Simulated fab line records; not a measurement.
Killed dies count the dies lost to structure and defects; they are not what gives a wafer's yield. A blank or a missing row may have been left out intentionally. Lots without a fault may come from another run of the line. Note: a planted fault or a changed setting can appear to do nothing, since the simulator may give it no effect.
Chamber matching + flow gf180mcu + GF_V2_CVD_02 on pecvd-03 has 3 sister chambers
The step deposits SiO2 from TEOS, target thk 850 nm, time 94.851 s. 3 wafers are shown with their chamber, then 10 later ones without.

## EACH WAFER AND ITS CHAMBER
| wafer  | chamber | heaterPowerW (W) |
|--------|---------|------------------|
| L091.6 | 0       | 519              |
| L092.1 | 2       | 559              |
| L092.3 | 1       | 628              |

## WAFERS WHOSE CHAMBER IS MISSING
| wafer  | heaterPowerW (W) |
|--------|------------------|
| L092.5 | 615              |
| L094.2 | 688              |
| L094.4 | 421              |
| L094.6 | 529              |
| L095.1 | 575              |
| L095.3 | 520              |
| L095.4 | 557              |
| L096.3 | 461              |
| L096.4 | 686              |
| L096.6 | 546              |

## WHICH CHAMBER EACH ONE RAN IN
| wafer  | from the rows above          | in truth |
|--------|------------------------------|----------|
| L092.5 | can't be placed: 1 or 2 or 0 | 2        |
| L094.2 | can't be placed: 1 or 2      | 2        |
| L094.4 | can't be placed: 0 or 2      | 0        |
| L094.6 | can't be placed: 0 or 2 or 1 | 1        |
| L095.1 | can't be placed: 2 or 1 or 0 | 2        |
| L095.3 | can't be placed: 0 or 2      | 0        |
| L095.4 | can't be placed: 2 or 0 or 1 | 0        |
| L096.3 | can't be placed: 0 or 2      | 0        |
| L096.4 | can't be placed: 1 or 2      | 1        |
| L096.6 | can't be placed: 2 or 0 or 1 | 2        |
Placed correctly: 0 of 10. These rows do not allow placing 10 (true chamber among the candidates in 10). 0 placed wrongly.
How it was worked out, from the rows above alone: a wafer's distance from a chamber is the root of the sum, over the readings, of the square of ((its reading less the chamber's mean) divided by the reading's scatter). The wafer belongs to the nearest chamber; if the next one is less than 2 further off, it can't be placed. Each chamber's mean is taken over the wafers shown for it. The scatter (one wafer shown for each chamber): square how far every hidden wafer sits from the nearest shown wafer, average those squares and take the square root.
